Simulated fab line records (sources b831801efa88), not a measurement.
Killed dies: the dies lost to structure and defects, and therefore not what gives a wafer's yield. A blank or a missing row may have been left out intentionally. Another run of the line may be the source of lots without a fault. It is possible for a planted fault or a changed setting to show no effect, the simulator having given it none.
8D (eight disciplines) problem report, filled in by code :: flow sky130 :: the parts of the form that need people (team, actions taken, sign-off) are left out

## 1. WHAT WENT WRONG
Mean of chamber-pressure-Torr at SKY_VIA2_CVD_21: 38.50 Torr across 3 wafers in 2 lots; on wafers with no fault it is 40.01 Torr (standard deviation 0.09). Measured from the usual mean, that is -17 standard deviations.
The step: deposits W, target thk 420 nm, time 126.4 s.
First observed at day 41 12:15: wafer L353.2, on cvd-w-02. The record holds 36 wafers of 12 lots with a number at this step. Rule for "out" (also "out of limits"): further than 4 standard deviations from the usual mean. Any other wafer with a number is counted as sound.

## 2. WHAT IT IS; WHAT IT IS NOT
question: which readings at this step
is: chamber-pressure-Torr
is not: heater-power-w

question: which lots
is: L353, L354
is not: L336, L337, L338, L339, L340, L341, L342, L344, L349, L350

question: which wafers of those lots
is: L353.2, L353.6, L354.1
is not: L353.1, L354.2, L354.6

question: read on which tools
is: cvd-w-02
is not: cvd-w-01

question: when
is: from day 41 12:15
is not: up to then (31 sound wafers); but 2 sound wafers of L354 came after

## 3. THE SUSPECTS, EACH WITH WHAT RULES IT OUT
Counting: if a tool at a process step up to the reading ran every lot that is out, it stays a suspect. Sound lots after the first of them don't rule it out here, since some wafers of a struck lot are sound.
- rie-metal-03 at SKY_METAL2_DESCUM_17 (chemistry O2, time 8 s): kept. It processed each lot that is out (first: L353, day 40 09:53); up to then, its last sound lot is L341 (day 37 04:18).
- rie-metal-03 at SKY_METAL2_ETCH_18 (etches BARC in N2/H2, stops on SiO2, time 45.9 s, target depth 60 nm): kept. It processed each lot that is out (first: L353, day 40 09:55); up to then, its last sound lot is L341 (day 37 04:23).
- cvd-w-02 at SKY_VIA2_CVD_21 (deposits W, target thk 420 nm, time 126.4 s): kept. It processed each lot that is out (first: L353, day 41 12:15); up to then, its last sound lot is L350 (day 41 02:03). Out on those wafers are its own readings of chamber-pressure-Torr.
- Within cvd-w-02 at SKY_VIA2_CVD_21, the wafers that are out were processed in chamber 1 and their sound lot-mates in chamber 0.
rie-metal-03 at SKY_METAL2_DESCUM_17, rie-metal-03 at SKY_METAL2_ETCH_18 and cvd-w-02 at SKY_VIA2_CVD_21 are what is left after counting.

## 4. THE CAUSE (what the simulator had put in)
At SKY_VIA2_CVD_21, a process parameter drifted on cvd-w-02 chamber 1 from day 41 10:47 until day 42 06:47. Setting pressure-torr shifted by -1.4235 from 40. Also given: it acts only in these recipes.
Counting leaves 3 suspects; this tool is one of them.

## 5. THE CHAIN OF EFFECTS, in route order
One row per reading whose mean, taken over the struck wafers that have a number, lies over 3 standard deviations from the usual. Scope: only readings with a usual standard deviation given in the record; hours: median across lots of the time from each lot's start at the first step in this table that gives one to its start at this step; sigmas: change in usual standard deviations.
hours: 0
step: SKY_VIA2_CVD_21
reading: chamber-pressure-Torr
usual: 40.01 Torr
on struck wafers: 38.50
change: -1.51
sigmas: -17
Here are the process steps it includes:
- SKY_VIA2_CVD_21: deposits W, target thk 420 nm, time 126.4 s.

## 6. WHAT WOULD HAVE CAUGHT IT SOONER
In this record the first reading out of limits was taken at day 41 12:15, 1 hour after the fault began at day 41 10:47.
